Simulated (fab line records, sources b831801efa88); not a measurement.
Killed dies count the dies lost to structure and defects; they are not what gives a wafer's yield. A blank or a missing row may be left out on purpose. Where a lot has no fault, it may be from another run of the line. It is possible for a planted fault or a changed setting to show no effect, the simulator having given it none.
Which tool is to blame? :: flow sky130 :: Sampling: 14 lots, 39 wafers, 5 of 708 route steps

WHAT EACH GAUGE READ, for each wafer
SKY_SONOS_ONO_THK_MEAS_01.
lot: L562
measured: day 11 09:39
on: film-metro-02
SONOS_ONO_OXIDATION_THK (nm): 2.56 2.61 2.64

lot: L563
measured: day 11 16:08
on: film-metro-02
SONOS_ONO_OXIDATION_THK (nm): 2.62 2.60 2.56

lot: L564
measured: day 12 01:37
on: film-metro-01
SONOS_ONO_OXIDATION_THK (nm): 2.57 2.59 2.59

lot: L568
measured: day 13 12:39
on: film-metro-04
SONOS_ONO_OXIDATION_THK (nm): 2.50 2.46 2.51

lot: L569
measured: day 13 20:56
on: film-metro-01
SONOS_ONO_OXIDATION_THK (nm): 2.55 2.60 2.63

lot: L570
measured: day 14 05:44
on: film-metro-04
SONOS_ONO_OXIDATION_THK (nm): 2.59 2.56 2.58

lot: L571
measured: day 14 15:20
on: film-metro-04
SONOS_ONO_OXIDATION_THK (nm): 2.69 2.64 2.59

lot: L573
measured: day 15 03:13
on: film-metro-04
SONOS_ONO_OXIDATION_THK (nm): 2.59 2.55

lot: L574
measured: day 15 10:56
on: film-metro-01
SONOS_ONO_OXIDATION_THK (nm): 2.59 2.61

lot: L577
measured: day 16 07:11
on: film-metro-02
SONOS_ONO_OXIDATION_THK (nm): 2.60 2.64

lot: L582
measured: day 18 07:21
on: film-metro-02
SONOS_ONO_OXIDATION_THK (nm): 2.61 2.68 2.71

lot: L583
measured: day 18 16:28
on: film-metro-04
SONOS_ONO_OXIDATION_THK (nm): 2.65 2.65 2.61

lot: L584
measured: day 18 21:27
on: film-metro-01
SONOS_ONO_OXIDATION_THK (nm): 2.60 2.60 2.67

lot: L585
measured: day 19 12:46
on: film-metro-02
SONOS_ONO_OXIDATION_THK (nm): 2.72 2.62 2.66

SKY_SONOS_ONO_THK_MEAS_05.
lot: L562
measured: day 11 12:04
on: film-metro-02
SONOS_ONO_CVD_04_THK (nm): 5.79 5.77 5.75

lot: L563
measured: day 11 18:34
on: film-metro-04
SONOS_ONO_CVD_04_THK (nm): 5.85 5.78 5.76

lot: L564
measured: day 12 04:02
on: film-metro-02
SONOS_ONO_CVD_04_THK (nm): 5.75 5.68 5.77

lot: L568
measured: day 13 15:04
on: film-metro-04
SONOS_ONO_CVD_04_THK (nm): 5.81 5.79 5.85

lot: L569
measured: day 14 00:32
on: film-metro-01
SONOS_ONO_CVD_04_THK (nm): 5.96 5.86 5.82

lot: L570
measured: day 14 08:09
on: film-metro-01
SONOS_ONO_CVD_04_THK (nm): 5.78 5.69 5.74

lot: L571
measured: day 14 18:11
on: film-metro-01
SONOS_ONO_CVD_04_THK (nm): 5.71 5.76 5.71

lot: L573
measured: day 15 07:22
on: film-metro-04
SONOS_ONO_CVD_04_THK (nm): 5.48 5.58

lot: L574
measured: day 15 16:55
on: film-metro-02
SONOS_ONO_CVD_04_THK (nm): 5.61 5.67

lot: L577
measured: day 16 11:12
on: film-metro-02
SONOS_ONO_CVD_04_THK (nm): 5.75 5.83

lot: L582
measured: day 18 09:46
on: film-metro-04
SONOS_ONO_CVD_04_THK (nm): 5.76 5.52 5.72

lot: L583
measured: day 19 01:33
on: film-metro-04
SONOS_ONO_CVD_04_THK (nm): 5.78 5.82 5.74

lot: L584
measured: day 19 01:34
on: film-metro-02
SONOS_ONO_CVD_04_THK (nm): 5.64 5.66 5.76

lot: L585
measured: day 19 15:11
on: film-metro-02
SONOS_ONO_CVD_04_THK (nm): 5.62 5.69 5.63

SKY_GATE_OXIDE_OVL_MEAS_10.
lot: L562
measured: day 13 15:29
on: overlay-02
GATE_OXIDE_OVL (nm): 2.2 0.5 3.1

lot: L563
measured: day 13 22:19
on: overlay-01
GATE_OXIDE_OVL (nm): 0.5 1.1 0.3

lot: L564
measured: day 14 08:52
on: overlay-01
GATE_OXIDE_OVL (nm): 0.9 -0.4 0.7

lot: L568
measured: day 16 00:17
on: overlay-02
GATE_OXIDE_OVL (nm): 0.2 1.3 -1.0

lot: L569
measured: day 16 09:34
on: overlay-01
GATE_OXIDE_OVL (nm): 1.0 -0.5 -0.3

lot: L570
measured: day 16 15:50
on: overlay-01
GATE_OXIDE_OVL (nm): 1.1 1.4 -0.2

lot: L571
measured: day 17 03:13
on: overlay-01
GATE_OXIDE_OVL (nm): 2.2 1.6 0.4

lot: L573
measured: day 17 19:45
on: overlay-01
GATE_OXIDE_OVL (nm): 3.8 2.6

lot: L574
measured: day 18 04:10
on: overlay-01
GATE_OXIDE_OVL (nm): 0.5 -2.5

lot: L577
measured: day 19 01:08
on: overlay-01
GATE_OXIDE_OVL (nm): -1.8 0.0

lot: L582
measured: day 20 23:25
on: overlay-01
GATE_OXIDE_OVL (nm): -0.9 -2.2 -3.7

lot: L583
measured: day 21 17:19
on: overlay-01
GATE_OXIDE_OVL (nm): -0.7 1.4 -0.3

lot: L584
measured: day 21 17:39
on: overlay-01
GATE_OXIDE_OVL (nm): 2.6 3.1 3.7

lot: L585
measured: day 22 06:29
on: overlay-02
GATE_OXIDE_OVL (nm): 1.5 -0.3 1.4

SKY_GATE_OXIDE_TW_MEAS_14.
lot: L562
measured: day 13 15:59
on: film-metro-01
GATE_OXIDE_TW: 225.6 225.5 225.6

lot: L563
measured: day 13 22:42
on: film-metro-01
GATE_OXIDE_TW: 225.2 225.7 225.8

lot: L564
measured: day 14 09:16
on: film-metro-03
GATE_OXIDE_TW: 223.4 222.6 224.2

lot: L568
measured: day 16 00:41
on: film-metro-03
GATE_OXIDE_TW: 223.0 223.0 223.7

lot: L569
measured: day 16 09:57
on: film-metro-03
GATE_OXIDE_TW: 223.1 223.9 224.2

lot: L570
measured: day 16 16:13
on: film-metro-01
GATE_OXIDE_TW: 226.6 226.9 226.0

lot: L571
measured: day 17 03:43
on: film-metro-04
GATE_OXIDE_TW: 220.7 222.1 220.4

lot: L573
measured: day 17 20:10
on: film-metro-04
GATE_OXIDE_TW: 221.5 212.3 220.8 212.5

lot: L574
measured: day 18 04:35
on: film-metro-01
GATE_OXIDE_TW: 222.8 214.8 223.5 214.9

lot: L577
measured: day 19 01:32
on: film-metro-01
GATE_OXIDE_TW: 215.8 224.4 216.6 223.4

lot: L582
measured: day 20 23:47
on: film-metro-03
GATE_OXIDE_TW: 222.7 223.6 223.8

lot: L583
measured: day 21 17:42
on: film-metro-01
GATE_OXIDE_TW: 224.0 224.5 224.1

lot: L584
measured: day 21 18:02
on: film-metro-01
GATE_OXIDE_TW: 226.4 224.3 224.2

lot: L585
measured: day 22 06:52
on: film-metro-01
GATE_OXIDE_TW: 224.8 222.2 223.8

TOOL THAT RAN EACH LOT (tool first, then ch and the chambers of the sampled wafers, then the start)
lot: L562
SKY_GATE_OXIDE_IMPLANT_11: implanter-02 ch 0, day 13 15:33

lot: L563
SKY_GATE_OXIDE_IMPLANT_11: implanter-02 ch 0, day 13 22:20

lot: L564
SKY_GATE_OXIDE_IMPLANT_11: implanter-04 ch 0, day 14 08:56

lot: L568
SKY_GATE_OXIDE_IMPLANT_11: implanter-04 ch 0, day 16 00:21

lot: L569
SKY_GATE_OXIDE_IMPLANT_11: implanter-01 ch 0, day 16 09:35

lot: L570
SKY_GATE_OXIDE_IMPLANT_11: implanter-04 ch 0, day 16 15:52

lot: L571
SKY_GATE_OXIDE_IMPLANT_11: implanter-01 ch 0, day 17 03:14

lot: L573
SKY_GATE_OXIDE_IMPLANT_11: implanter-04 ch 0, day 17 19:51

lot: L574
SKY_GATE_OXIDE_IMPLANT_11: implanter-04 ch 0, day 18 04:16

lot: L577
SKY_GATE_OXIDE_IMPLANT_11: implanter-04 ch 0, day 19 01:14

lot: L582
SKY_GATE_OXIDE_IMPLANT_11: implanter-02 ch 0, day 20 23:26

lot: L583
SKY_GATE_OXIDE_IMPLANT_11: implanter-01 ch 0, day 21 17:20

lot: L584
SKY_GATE_OXIDE_IMPLANT_11: implanter-04 ch 0, day 21 17:43

lot: L585
SKY_GATE_OXIDE_IMPLANT_11: implanter-04 ch 0, day 22 06:31
- SKY_GATE_OXIDE_IMPLANT_11

AS READ BY THE TOOLS THEMSELVES (means over the sampled wafers that have a number; for cases with no such wafer, the mark the record gives instead)
SKY_GATE_OXIDE_IMPLANT_11.
lot: L562
tool: implanter-02
beam-on-s (s): 9.98

lot: L563
tool: implanter-02
beam-on-s (s): 9.90

lot: L564
tool: implanter-04
beam-on-s (s): 10.16

lot: L568
tool: implanter-04
beam-on-s (s): 10.00

lot: L569
tool: implanter-01
beam-on-s (s): 10.11

lot: L570
tool: implanter-04
beam-on-s (s): 10.02

lot: L571
tool: implanter-01
beam-on-s (s): 9.94

lot: L573
tool: implanter-04
beam-on-s (s): 10.19

lot: L574
tool: implanter-04
beam-on-s (s): 9.83

lot: L577
tool: implanter-04
beam-on-s (s): 10.10

lot: L582
tool: implanter-02
beam-on-s (s): 10.02

lot: L583
tool: implanter-01
beam-on-s (s): 10.04

lot: L584
tool: implanter-04
beam-on-s (s): 9.94

lot: L585
tool: implanter-04
beam-on-s (s): 10.21

THE ANSWER, worked out from the rows above alone
Rule: the lots themselves supply what counts as usual. The widest of any qualifying gaps counts: lots, ordered by their means at a reading, are off when they make up no more than a third of the lots, leave a main group of 4 or more, and stand apart from it by 3 or more times the standard deviation of that group's means. A main group is skipped when, at the precision printed for the reading in the tables above, its means are all equal. Also off: a lot with no number at a reading for which 4 or more lots have one. Any other lot the step has rows for is counted as sound. First the gauges in route order, then the tools' own readings, where a lot's mean is used as printed above. At the first step where some lot is off, the reading lying furthest off is the one used; lots without a number count as furthest.
Across all readings shown, no lot is off: no conclusion can be drawn from this.

WHAT HAD BEEN PUT IN BY THE SIMULATOR
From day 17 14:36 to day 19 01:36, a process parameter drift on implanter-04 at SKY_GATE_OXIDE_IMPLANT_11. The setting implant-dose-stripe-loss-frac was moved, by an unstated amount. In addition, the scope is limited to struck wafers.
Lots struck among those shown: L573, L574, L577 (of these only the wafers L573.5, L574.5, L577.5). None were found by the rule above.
